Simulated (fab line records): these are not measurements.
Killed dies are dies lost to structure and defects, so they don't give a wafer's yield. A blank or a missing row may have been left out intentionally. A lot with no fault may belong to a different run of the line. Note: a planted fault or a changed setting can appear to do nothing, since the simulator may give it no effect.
What tool caused it? -- flow sky130 -- 11 lots, 33 wafers sampled, at 6 steps of a route of 708

## WHAT EACH GAUGE READ, for each wafer
SKY_VIA3_CD_MEAS_12 targets a cd of 200 nm. Usual: 199.8 nm for cd_nm, sd 1.3.
lot,measured,on,cd_nm (nm),flag
L951,day 40 07:06,cd_sem-02,199.6 200.9 199.9,
L952,day 40 12:02,cd_sem-01,198.7 200.5 201.6,
L953,day 40 16:14,cd_sem-02,199.7 200.7 200.1,
L954,day 40 19:58,cd_sem-02,199.3 199.0 200.0,
L964,day 43 13:41,cd_sem-01,200.5 201.8 201.3,
L966,day 44 09:05,cd_sem-02,197.4 196.7 198.5,
L967,day 44 12:41,cd_sem-02,199.5 200.5 199.3,
L968,day 44 16:36,cd_sem-01,198.4 197.9 197.7,
L969,day 44 19:20,cd_sem-01,201.2 201.6 201.2,
L971,day 45 14:08,cd_sem-02,197.6 197.4 197.9,
L972,day 45 16:11,cd_sem-01,201.3 201.3 202.4,

SKY_VIA3_RS_MEAS_22: a four-point-probe measurement. Usual: VIA3_W_RS 0.2950 ohm/sq, standard deviation 0.0024.
lot,measured,on,VIA3_W_RS (ohm/sq),flag
L951,day 40 08:11,film_metro-02,0.2979 0.2932 0.2980,
L952,day 40 13:04,film_metro-03,0.2904 0.1729 0.2927,OFF
L953,day 40 17:16,film_metro-04,0.2970 0.1756 0.1743,OFF
L954,day 40 21:00,film_metro-03,0.2923 0.2953 0.1738,OFF
L964,day 43 14:49,film_metro-03,0.2909 0.2913 0.2932,
L966,day 44 10:09,film_metro-03,0.2976 0.2961 0.2926,
L967,day 44 13:43,film_metro-03,0.2904 0.2910 0.2940,
L968,day 44 17:38,film_metro-03,0.2969 0.2960 0.2955,
L969,day 44 20:22,film_metro-04,0.3006 0.2966 0.2996,
L971,day 45 15:10,film_metro-04,0.2924 0.2986 0.3000,
L972,day 45 17:14,film_metro-03,0.2949 0.2915 0.2945,

SKY_VIA3_THK_MEAS_23: measures by xrf. Usual: VIA3_W_THK 386 nm, standard deviation 6.1.
lot,measured,on,VIA3_W_THK (nm),flag
L951,day 40 08:16,film_metro-02,377 380 376,
L952,day 40 13:10,film_metro-03,391 - 387,
L953,day 40 17:22,film_metro-04,384 - -,
L954,day 40 21:07,film_metro-03,391 385 -,
L964,day 43 14:55,film_metro-03,395 392 390,
L966,day 44 10:15,film_metro-03,391 388 396,
L967,day 44 13:49,film_metro-03,401 397 395,
L968,day 44 17:44,film_metro-03,389 388 390,
L969,day 44 20:29,film_metro-04,380 385 380,
L971,day 45 15:17,film_metro-04,385 381 376,
L972,day 45 17:22,film_metro-03,388 393 387,

## EACH LOT AND THE TOOL THAT RAN IT (in order: tool; ch and the chambers of the sampled wafers; start)
lot,SKY_METAL1_SPUTTER_04,SKY_METAL2_SPUTTER_00,SKY_VIA3_CVD_21
L951,"pvd_sputter-01, day 32 09:27","pvd_sputter-01, day 34 19:03","cvd_w-02 ch 0,1, day 40 08:02"
L952,"pvd_sputter-02, day 32 16:01","pvd_sputter-02, day 34 23:56","cvd_w-02 ch 0,1, day 40 12:56"
L953,"pvd_sputter-04, day 32 19:31","pvd_sputter-03, day 35 03:27","cvd_w-02 ch 0,1, day 40 17:08"
L954,"pvd_sputter-02, day 33 01:47","pvd_sputter-01, day 35 09:35","cvd_w-02 ch 0,1, day 40 20:51"
L964,"pvd_sputter-02, day 35 23:39","pvd_sputter-01, day 38 06:28","cvd_w-01 ch 0,1, day 43 14:42"
L966,"pvd_sputter-01, day 36 22:03","pvd_sputter-02, day 39 04:53","cvd_w-01 ch 0,1, day 44 10:02"
L967,"pvd_sputter-01, day 37 00:57","pvd_sputter-02, day 39 07:59","cvd_w-01 ch 0,1, day 44 13:35"
L968,"pvd_sputter-01, day 37 06:42","pvd_sputter-02, day 39 12:48","cvd_w-01 ch 0,1, day 44 17:29"
L969,"pvd_sputter-02, day 37 11:46","pvd_sputter-02, day 39 17:18","cvd_w-02 ch 0,1, day 44 20:15"
L971,"pvd_sputter-02, day 38 08:00","pvd_sputter-01, day 40 12:46","cvd_w-02 ch 0,1, day 45 15:03"
L972,"pvd_sputter-04, day 38 09:38","pvd_sputter-01, day 40 14:37","cvd_w-02 ch 0,1, day 45 17:07"
- SKY_METAL1_SPUTTER_04: material TiN, target thk 70 nm, time 58.3 s.
- SKY_METAL2_SPUTTER_00: material Ti, target thk 15 nm, time 10 s.
- SKY_VIA3_CVD_21: deposits W, target thk 390 nm, time 117.31 s.

## AS READ BY THE TOOLS THEMSELVES (means over the sampled wafers that have a number; for cases with no such wafer, the mark the record gives instead)
SKY_METAL1_SPUTTER_04. Usual: 30.3 % for throttle_valve_pct, sd 1.3.
lot,tool,throttle_valve_pct (%),flag
L951,pvd_sputter-01,30.8,
L952,pvd_sputter-02,29.2,
L953,pvd_sputter-04,30.6,
L954,pvd_sputter-02,30.3,
L964,pvd_sputter-02,29.1,
L966,pvd_sputter-01,30.3,
L967,pvd_sputter-01,29.4,
L968,pvd_sputter-01,29.9,
L969,pvd_sputter-02,29.5,
L971,pvd_sputter-02,30.5,
L972,pvd_sputter-04,30.1,

SKY_METAL2_SPUTTER_00. Usual: 30.2 % for throttle_valve_pct, sd 1.2.
lot,tool,throttle_valve_pct (%),flag
L951,pvd_sputter-01,31.5,
L952,pvd_sputter-02,30.0,
L953,pvd_sputter-03,30.5,
L954,pvd_sputter-01,30.8,
L964,pvd_sputter-01,30.6,
L966,pvd_sputter-02,29.4,
L967,pvd_sputter-02,29.6,
L968,pvd_sputter-02,29.6,
L969,pvd_sputter-02,29.5,
L971,pvd_sputter-01,30.9,
L972,pvd_sputter-01,29.8,

SKY_VIA3_CVD_21. Usual: 800 W for heater_power_w, sd 45.
lot,tool,heater_power_w (W),flag
L951,cvd_w-02,803,
L952,cvd_w-02,786,
L953,cvd_w-02,778,
L954,cvd_w-02,765,
L964,cvd_w-01,813,
L966,cvd_w-01,827,
L967,cvd_w-01,805,
L968,cvd_w-01,830,
L969,cvd_w-02,810,
L971,cvd_w-02,809,
L972,cvd_w-02,804,

## THE ANSWER, worked out from the rows above alone
Rule: a lot counts as off when the mean over its wafers that have a number is more than 3 standard deviations away from the usual mean. A lot without any number at a reading at which 4 lots or more have one is off too. The other lots that the step has rows for count as sound. The gauges are gone through in route order, then the tools' own readings, and for those a lot's mean is taken as printed above. The first step at which some lot is off is used, and at that step the reading that is off furthest; a lot without a number counts as furthest.
Off: L952, L953, L954, seen at SKY_VIA3_RS_MEAS_22 (VIA3_W_RS).
If a tool, at a process step before that reading, ran all the lots that are off and no sound lot after the first of them, it fits. The gauges at SKY_VIA3_RS_MEAS_22 are tried like those tools. No candidate that was tried fits.

## WHAT WAS PUT IN BY THE SIMULATOR
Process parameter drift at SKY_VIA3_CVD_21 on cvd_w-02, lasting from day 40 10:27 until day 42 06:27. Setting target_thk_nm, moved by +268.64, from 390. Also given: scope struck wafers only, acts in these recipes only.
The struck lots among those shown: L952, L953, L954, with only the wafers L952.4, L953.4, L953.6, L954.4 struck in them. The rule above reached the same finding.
